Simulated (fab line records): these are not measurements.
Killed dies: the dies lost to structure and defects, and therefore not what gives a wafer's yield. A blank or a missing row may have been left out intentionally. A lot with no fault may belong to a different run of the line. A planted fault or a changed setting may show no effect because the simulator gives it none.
Which tool was responsible?    flow gf180mcu    6 lots with 18 wafers sampled at 4 steps, on a route of 602 steps

## WHAT THE GAUGES READ, wafer by wafer
GF_PASSIVATION_BOW_MEAS_14.
lot   measured      on             PASSIVATION_BOW (um)
L869  day 29 08:39  film metro-01  149 151 158
L871  day 29 19:27  film metro-03  126 128 120
L881  day 32 12:27  film metro-01  142 129 157
L884  day 33 14:05  film metro-03  143 145 135
L886  day 34 06:22  film metro-02  140 148 130
L888  day 34 13:57  film metro-02  128 134 128

## EACH LOT AND THE TOOL THAT RAN IT (in order: tool; ch and the chambers of the sampled wafers; start)
lot   GF_V5_CVD_02                     GF_V5_ETCH_17                                  GF_PASSIVATION_CVD_00
L869  pecvd-04 ch 0,1,2, day 26 14:44  rie diel-03 ch 0,1,2, day 28 10:17 or earlier  pecvd-04 ch 0,1,2, day 28 11:10
L871  pecvd-01 ch 1,2, day 27 02:29    rie diel-04 ch 0,2, day 28 21:29 or earlier    pecvd-02 ch 0,2, day 28 22:21
L881  pecvd-03 ch 0,2, day 30 03:17    rie diel-03 ch 1,2, day 31 17:26 or earlier    pecvd-02 ch 0,1, day 31 18:20
L884  pecvd-01 ch 0,1, day 31 07:00    rie diel-01 ch 0,2, day 32 18:47 or earlier    pecvd-02 ch 1,2, day 32 19:40
L886  pecvd-03 ch 0,1,2, day 32 00:51  rie diel-03 ch 1,2, day 33 11:32 or earlier    pecvd-01 ch 0,1,2, day 33 12:28
L888  pecvd-01 ch 1,2, day 32 09:59    rie diel-01 ch 0,2,3, day 33 19:55 or earlier  pecvd-02 ch 1,2, day 33 20:47
- GF_V5_CVD_02: deposits SiO2 from TEOS, target thk 1450 nm, time 163.28 s.
- GF_V5_ETCH_17: etches SiO2 in C4F8/O2/Ar, stops on TiN, target depth 855 nm.
- GF_PASSIVATION_CVD_00: deposits SiO2 from TEOS, target thk 1000 nm, time 111.95 s.

## THE ANSWER, worked out from the rows above alone
Rule: the usual values come from the lots themselves. The widest of any qualifying gaps counts: lots, ordered by their means at a reading, are off when they make up no more than a third of the lots, leave a main group of 4 or more, and stand apart from it by 3 or more times the standard deviation of that group's means. A main group whose means are all the same, to the digits that the tables above print for the reading, isn't used. Also off: a lot with no number at a reading for which 4 or more lots have one. Any other lot the step has rows for is counted as sound.
No lot is off at any reading shown: from this, nothing can be told.

## WHAT THE SIMULATOR PUT IN
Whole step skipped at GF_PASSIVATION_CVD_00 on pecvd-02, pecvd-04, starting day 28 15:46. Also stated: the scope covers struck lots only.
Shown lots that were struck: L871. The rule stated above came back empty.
